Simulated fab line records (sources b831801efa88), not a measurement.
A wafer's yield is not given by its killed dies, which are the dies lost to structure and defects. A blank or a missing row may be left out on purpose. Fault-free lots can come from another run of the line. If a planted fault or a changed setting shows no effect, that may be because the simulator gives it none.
fab line records + flow sky130
record
- lots=6
- wafers=18
- lastDay=50
route steps=708 shown VT_ADJUST_NCORE@123 VT_ADJUST_HVTR@131
lots with no fault: from the same line, run without faults
startH: hours from the record's first day to the start of the lot's first wafer shown + waitH: time in hours since the lot's previous step + " same as the row above + L1.1+2: one row covering several wafers at once + - value missing, or start not given + * or withheld: withheld + < > ~ a bound
route shown NAME@n: a module of which the file shows steps, and the number in the route of the first + usual: mean/standard deviation taken from wafers without a fault + same: alike in all rows + chamber/n: place in a boat + sites: readings site by site + _std_site: the values' standard deviation + _edge_site: mean of outer sites minus mean of inner sites + radiusMm: for every site, how far away it sits from the centre of the wafer + mask NAME#n: copy n + behind: the most recent tool/chamber to have shaped the wafer + hold: the reason the lot was held/the length of the hold in hours/how it ended + device: the n, p or np transistor that did not switch + end of line: at the end of the route, the tests of the same wafers + step lacking rows: just its recipe + killed: not the wafer's yield, but the dies lost to structure and defects at the first sort + map: dies across one wafer; x = killed, . = not, _ = none there
set.NAME: the run value of the setting; set.NAME@STEP: its run value at that earlier step + model.NAME: the simulator's own value behind a step, which no gauge read
lots at some steps of the route; a table a step, a row a wafer
services: from which hour (startH, from the record's first day; less than 0 if before it) a tool's chamber was out of use, for how many hours, and why
## steps
# step SKY_VT_ADJUST_NCORE_EXPOSE_04
# recipe
- maskId=LVTN_COMPLEMENT_THIN
- na=0.6
- sourceShape=conventional
- sigmaOuter=0.6
- polarization=unpolarized
- targetCdNm=380
- doseMj=139
# step SKY_VT_ADJUST_NCORE_PEB_05
# recipe
- tempC=withheld
- timeS=*
- resist=NOVOLAK
# step SKY_VT_ADJUST_NCORE_DEVELOP_06
# recipe
- resist=NOVOLAK
- developer=TMAH
- developTimeS=60
- devTempC=23
# step SKY_VT_ADJUST_NCORE_CD_MEAS_07
# recipe
- targetCdNm=380
# usual
- cdNm=380.1/2.3
| lot.wafer | tool     | chamber | startH | waitH | cdNm  |
|-----------|----------|---------|--------|-------|-------|
| L644.1    | cdSem-02 | -       | 189.44 | 0.1   | 382.7 |
| L644.4    | "        | -       | "      | "     | 383.5 |
| L644.5    | "        | -       | "      | "     | 383.3 |
| L648.3    | cdSem-01 | -       | 214.70 | 0.1   | 380.5 |
| L648.4    | "        | -       | "      | "     | 380.8 |
| L648.5    | "        | -       | "      | "     | 381.1 |
| L659.2    | cdSem-02 | -       | 297.78 | 0.1   | 374.7 |
| L659.3    | "        | -       | "      | "     | 377.0 |
| L659.6    | "        | -       | "      | "     | 376.9 |
| L660.3    | cdSem-02 | -       | 306.58 | 0.1   | 383.2 |
| L660.5    | "        | -       | "      | "     | 378.6 |
| L660.6    | "        | -       | "      | "     | 379.9 |
| L665.1    | cdSem-01 | -       | 333.90 | 0.1   | 383.4 |
| L665.3    | "        | -       | "      | "     | 381.3 |
| L665.6    | "        | -       | "      | "     | 383.1 |
| L666.1    | cdSem-02 | -       | 346.25 | 0.1   | 374.2 |
| L666.2    | "        | -       | "      | "     | 375.1 |
| L666.5    | "        | -       | "      | "     | 375.7 |
# step SKY_VT_ADJUST_NCORE_OVL_MEAS_08
# usual
- VT_ADJUST_NCORE_OVL=-0.5/1.5
| lot.wafer | tool       | chamber | startH | waitH | VT_ADJUST_NCORE_OVL[nm] |
|-----------|------------|---------|--------|-------|-------------------------|
| L644.1    | overlay-01 | -       | 189.56 | 0.1   | -1.3                    |
| L644.4    | "          | -       | "      | "     | -0.7                    |
| L644.5    | "          | -       | "      | "     | -0.7                    |
| L648.3    | overlay-01 | -       | 214.79 | 0.1   | -2.4                    |
| L648.4    | "          | -       | "      | "     | -0.8                    |
| L648.5    | "          | -       | "      | "     | -2.5                    |
| L659.2    | overlay-01 | -       | 297.88 | 0.1   | 0.1                     |
| L659.3    | "          | -       | "      | "     | 0.3                     |
| L659.6    | "          | -       | "      | "     | -0.4                    |
| L660.3    | overlay-01 | -       | 306.67 | 0.1   | -2.3                    |
| L660.5    | "          | -       | "      | "     | -2.3                    |
| L660.6    | "          | -       | "      | "     | -2.3                    |
| L665.1    | overlay-02 | -       | 334.02 | 0.1   | 0.1                     |
| L665.3    | "          | -       | "      | "     | 0.7                     |
| L665.6    | "          | -       | "      | "     | -1.1                    |
| L666.1    | overlay-01 | -       | 346.37 | 0.1   | -1.9                    |
| L666.2    | "          | -       | "      | "     | -0.5                    |
| L666.5    | "          | -       | "      | "     | -1.7                    |
# step SKY_VT_ADJUST_NCORE_IMPLANT_09
# recipe
- species=B
- energyKev=10
- doseCm2=2.4e+12
- tiltDeg=withheld
# step SKY_VT_ADJUST_NCORE_STRIP_10
# recipe
- chemistry=O2/N2
- powerW=1400
- pressureMtorr=1500
- platenTempC=withheld
- o2FlowSccm=3000
- n2FlowSccm=300
- overashFraction=0.5
# usual
- drypumpMotorCurrentA=5.6/0.52
- oesProductAu=0.716/0.0046
- stripTimeToEndpointS=14.17/0.037
| lot.wafer | tool           | chamber | startH | waitH | drypumpMotorCurrentA | oesProductAu | rfHoursCounterH | stripTimeToEndpointS |
|-----------|----------------|---------|--------|-------|----------------------|--------------|-----------------|----------------------|
| L644.1    | plasmaAsher-02 | 1       | 189.75 | 0.1   | 5.3                  | 0.722        | 38              | 14.18                |
| L644.4    | "              | 0       | "      | "     | 6.8                  | 0.721        | -               | 14.17                |
| L644.5    | "              | 1       | "      | "     | 5.3                  | 0.718        | -               | 14.17                |
| L648.3    | plasmaAsher-01 | 0       | 215.00 | 0.1   | 5.3                  | 0.720        | -               | 14.15                |
| L648.4    | "              | 1       | "      | "     | 5.6                  | 0.716        | -               | 14.12                |
| L648.5    | "              | 0       | "      | "     | 5.3                  | 0.708        | -               | 14.19                |
| L659.2    | plasmaAsher-02 | 1       | 298.06 | 0.1   | 5.3                  | 0.716        | 49              | 14.10                |
| L659.3    | "              | 1       | "      | "     | 5.3                  | 0.713        | -               | 14.16                |
| L659.6    | "              | 0       | "      | "     | 6.8                  | 0.708        | -               | 14.12                |
| L660.3    | plasmaAsher-01 | 1       | 306.88 | 0.1   | 5.6                  | 0.712        | -               | 14.22                |
| L660.5    | "              | 1       | "      | "     | 5.6                  | 0.711        | -               | 14.19                |
| L660.6    | "              | 0       | "      | "     | 5.3                  | 0.715        | -               | 14.19                |
| L665.1    | plasmaAsher-03 | 1       | 334.21 | 0.1   | 4.9                  | 0.713        | 63              | 14.18                |
| L665.3    | "              | 1       | "      | "     | 4.9                  | 0.704        | -               | 14.14                |
| L665.6    | "              | 1       | "      | "     | 4.9                  | 0.720        | -               | 14.16                |
| L666.1    | plasmaAsher-03 | 0       | 346.56 | 0.1   | 5.8                  | 0.716        | 64              | 14.21                |
| L666.2    | "              | 1       | "      | "     | 4.9                  | 0.715        | 64              | 14.17                |
| L666.5    | "              | 0       | "      | "     | 5.8                  | 0.723        | -               | 14.15                |
# step SKY_VT_ADJUST_NCORE_TW_MEAS_11
# usual
- VT_ADJUST_NCORE_TW=216.6/2.4
| lot.wafer | tool         | chamber | startH | waitH | VT_ADJUST_NCORE_TW |
|-----------|--------------|---------|--------|-------|--------------------|
| L644.1    | filmMetro-03 | -       | 189.90 | 0.1   | 217.2              |
| L644.4    | "            | -       | "      | "     | 215.0              |
| L644.5    | "            | -       | "      | "     | 217.3              |
| L648.3    | filmMetro-03 | -       | 215.08 | 0.1   | 216.4              |
| L648.4    | "            | -       | "      | "     | 217.0              |
| L648.5    | "            | -       | "      | "     | 217.9              |
| L659.2    | filmMetro-02 | -       | 298.17 | 0.1   | 219.3              |
| L659.3    | "            | -       | "      | "     | 218.3              |
| L659.6    | "            | -       | "      | "     | 219.7              |
| L660.3    | filmMetro-02 | -       | 306.97 | 0.1   | 218.6              |
| L660.5    | "            | -       | "      | "     | 218.0              |
| L660.6    | "            | -       | "      | "     | 218.3              |
| L665.1    | filmMetro-01 | -       | 334.31 | 0.1   | 215.2              |
| L665.3    | "            | -       | "      | "     | 213.7              |
| L665.6    | "            | -       | "      | "     | 214.4              |
| L666.1    | filmMetro-03 | -       | 346.66 | 0.1   | 219.1              |
| L666.2    | "            | -       | "      | "     | 219.1              |
| L666.5    | "            | -       | "      | "     | 218.3              |
# step SKY_VT_ADJUST_HVTR_DEHYDRATE_00
# recipe
- tempC=200
- timeS=60
# step SKY_VT_ADJUST_HVTR_HMDS_01
# recipe
- primeTimeS=60
- primeTempC=120
# step SKY_VT_ADJUST_HVTR_COAT_02
# recipe
- resist=NOVOLAK
- spinRpm=3000
- resistThkNm=1140
# step SKY_VT_ADJUST_HVTR_SOFTBAKE_03
# recipe
- tempC=90
- timeS=60
- resist=NOVOLAK
# step SKY_VT_ADJUST_HVTR_EXPOSE_04
# recipe
- maskId=HVTRM
- targetCdNm=380
- na=0.6
- sourceShape=conventional
- sigmaOuter=0.6
- doseMj=150
# usual
- reticleTempC=22.97/0.11
- stageVelMmS=500.03/0.23
# same
- na=0.6
| lot.wafer | tool            | chamber | startH | waitH | mask    | reticleTempC | stageVelMmS |
|-----------|-----------------|---------|--------|-------|---------|--------------|-------------|
| L644.1    | ilineStepper-01 | 0       | 200.40 | -     | HVTRM#0 | 22.78        | 500.19      |
| L644.4    | "               | 0       | "      | "     | HVTRM#0 | 22.86        | 499.95      |
| L644.5    | "               | 0       | "      | "     | HVTRM#0 | 22.96        | 499.88      |
| L648.3    | ilineStepper-02 | 0       | 226.27 | -     | HVTRM#0 | 22.76        | 500.17      |
| L648.4    | "               | 0       | "      | "     | HVTRM#0 | 22.72        | 499.81      |
| L648.5    | "               | 0       | "      | "     | HVTRM#0 | 22.73        | 500.25      |
| L659.2    | ilineStepper-02 | 0       | 310.75 | -     | HVTRM#0 | 22.97        | 499.99      |
| L659.3    | "               | 0       | "      | "     | HVTRM#0 | 23.04        | 499.61      |
| L659.6    | "               | 0       | "      | "     | HVTRM#0 | 23.06        | 499.95      |
| L660.3    | ilineStepper-02 | 0       | 319.24 | -     | HVTRM#0 | 22.81        | 499.47      |
| L660.5    | "               | 0       | "      | "     | HVTRM#0 | 22.83        | 500.38      |
| L660.6    | "               | 0       | "      | "     | HVTRM#0 | 22.78        | 500.08      |
| L665.1    | ilineStepper-01 | 0       | 347.18 | -     | HVTRM#0 | 23.02        | 500.13      |
| L665.3    | "               | 0       | "      | "     | HVTRM#0 | 23.00        | 500.37      |
| L665.6    | "               | 0       | "      | "     | HVTRM#0 | 23.12        | 500.06      |
| L666.1    | ilineStepper-01 | 0       | 359.25 | -     | HVTRM#0 | 23.29        | 499.80      |
| L666.2    | "               | 0       | "      | "     | HVTRM#0 | 23.22        | 499.86      |
| L666.5    | "               | 0       | "      | "     | HVTRM#0 | 23.09        | 500.12      |
# step SKY_VT_ADJUST_HVTR_PEB_05
# recipe
- tempC=withheld
- timeS=*
- resist=NOVOLAK
# step SKY_VT_ADJUST_HVTR_DEVELOP_06
# recipe
- developTimeS=60
- devTempC=23
# step SKY_VT_ADJUST_HVTR_CD_MEAS_07
# recipe
- targetCdNm=380
# usual
- cdNm=380/3.1
| lot.wafer | tool     | chamber | startH | waitH | cdNm |
|-----------|----------|---------|--------|-------|------|
| L644.1    | cdSem-01 | -       | 211.11 | 0.1   | 381  |
| L644.4    | "        | -       | "      | "     | 381  |
| L644.5    | "        | -       | "      | "     | 382  |
| L648.3    | cdSem-02 | -       | 237.64 | 0.1   | 379  |
| L648.4    | "        | -       | "      | "     | 377  |
| L648.5    | "        | -       | "      | "     | 379  |
| L659.2    | cdSem-01 | -       | 322.98 | 0.1   | 353  |
| L659.3    | "        | -       | "      | "     | 373  |
| L659.6    | "        | -       | "      | "     | 349  |
| L660.3    | cdSem-01 | -       | 332.25 | 0.1   | 346  |
| L660.5    | "        | -       | "      | "     | 343  |
| L660.6    | "        | -       | "      | "     | 331  |
| L665.1    | cdSem-02 | -       | 359.56 | 0.1   | 378  |
| L665.3    | "        | -       | "      | "     | 377  |
| L665.6    | "        | -       | "      | "     | 381  |
| L666.1    | cdSem-02 | -       | 370.81 | 0.1   | 380  |
| L666.2    | "        | -       | "      | "     | 379  |
| L666.5    | "        | -       | "      | "     | 380  |
# step SKY_VT_ADJUST_HVTR_OVL_MEAS_08
# usual
- VT_ADJUST_HVTR_OVL=-0.3/1.3
| lot.wafer | tool       | chamber | startH | waitH | VT_ADJUST_HVTR_OVL[nm] |
|-----------|------------|---------|--------|-------|------------------------|
| L644.1    | overlay-02 | -       | 211.23 | 0.1   | 0.1                    |
| L644.4    | "          | -       | "      | "     | 0.4                    |
| L644.5    | "          | -       | "      | "     | -0.5                   |
| L648.3    | overlay-02 | -       | 237.73 | 0.1   | 1.9                    |
| L648.4    | "          | -       | "      | "     | 0.5                    |
| L648.5    | "          | -       | "      | "     | 0.9                    |
| L659.2    | overlay-01 | -       | 323.08 | 0.1   | -0.8                   |
| L659.3    | "          | -       | "      | "     | -0.4                   |
| L659.6    | "          | -       | "      | "     | -1.1                   |
| L660.3    | overlay-02 | -       | 332.34 | 0.1   | -1.9                   |
| L660.5    | "          | -       | "      | "     | -1.1                   |
| L660.6    | "          | -       | "      | "     | -1.9                   |
| L665.1    | overlay-01 | -       | 359.68 | 0.1   | -3.0                   |
| L665.3    | "          | -       | "      | "     | -1.1                   |
| L665.6    | "          | -       | "      | "     | -2.6                   |
| L666.1    | overlay-02 | -       | 370.93 | 0.1   | 0.3                    |
| L666.2    | "          | -       | "      | "     | 0.1                    |
| L666.5    | "          | -       | "      | "     | -1.7                   |
## services
| tool            | chamber | startH | hours | kind                   |
|-----------------|---------|--------|-------|------------------------|
| plasmaAsher-03  | -       | 167.32 | 0.3   | repair                 |
| ilineStepper-01 | -       | 190.24 | 2.1   | pm                     |
| ilineStepper-01 | -       | 192.32 | -     | consumableReplace:lamp |
| ilineStepper-01 | -       | 202.30 | 4.4   | pm                     |
| ilineStepper-01 | -       | 261.00 | 3.5   | repair                 |
| plasmaAsher-03  | -       | 272.52 | 4.3   | pm                     |
| ilineStepper-02 | -       | 320.51 | 1.8   | repair                 |
| plasmaAsher-02  | -       | 325.50 | 1.6   | repair                 |
| ilineStepper-02 | -       | 346.75 | 1.7   | pm                     |
| ilineStepper-01 | -       | 348.48 | 1.7   | pm                     |
## key
firstSign
- step=SKY_VT_ADJUST_HVTR_CD_MEAS_07
- reading=cdNm
- direction=down
- sigmas=10
- usual=380
- struck=349
effect none on later readings
metAt SKY_VT_ADJUST_HVTR_EXPOSE_04
struckWafers L659.2,L659.3,L659.6,L660.3,L660.5,L660.6
sortLeftOut L660.3,L660.5,L660.6
testerLeftOut L659,L660
onsetBetween 226.27 310.75
fault
- kind=processParameterDrift
- tool=ilineStepper-02
- chamber=-
- onsetH=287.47
- steps=SKY_VT_ADJUST_HVTR_EXPOSE_04
- channel=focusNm
- offset=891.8
- spreadByWafer=0.3
- shape=step
- endH=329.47
# testerLeftOut: of these lots the tester's yield and bins aren't shown, on N5 and GAA mostly nor the transistor test; their killed dies are dies lost to structure and defects alone, not to doping, threshold or leakage, so they don't give the yield
# sortLeftOut: the simulated sort isn't trusted on such a fault, so these wafers' sort isn't shown, and their yield isn't known
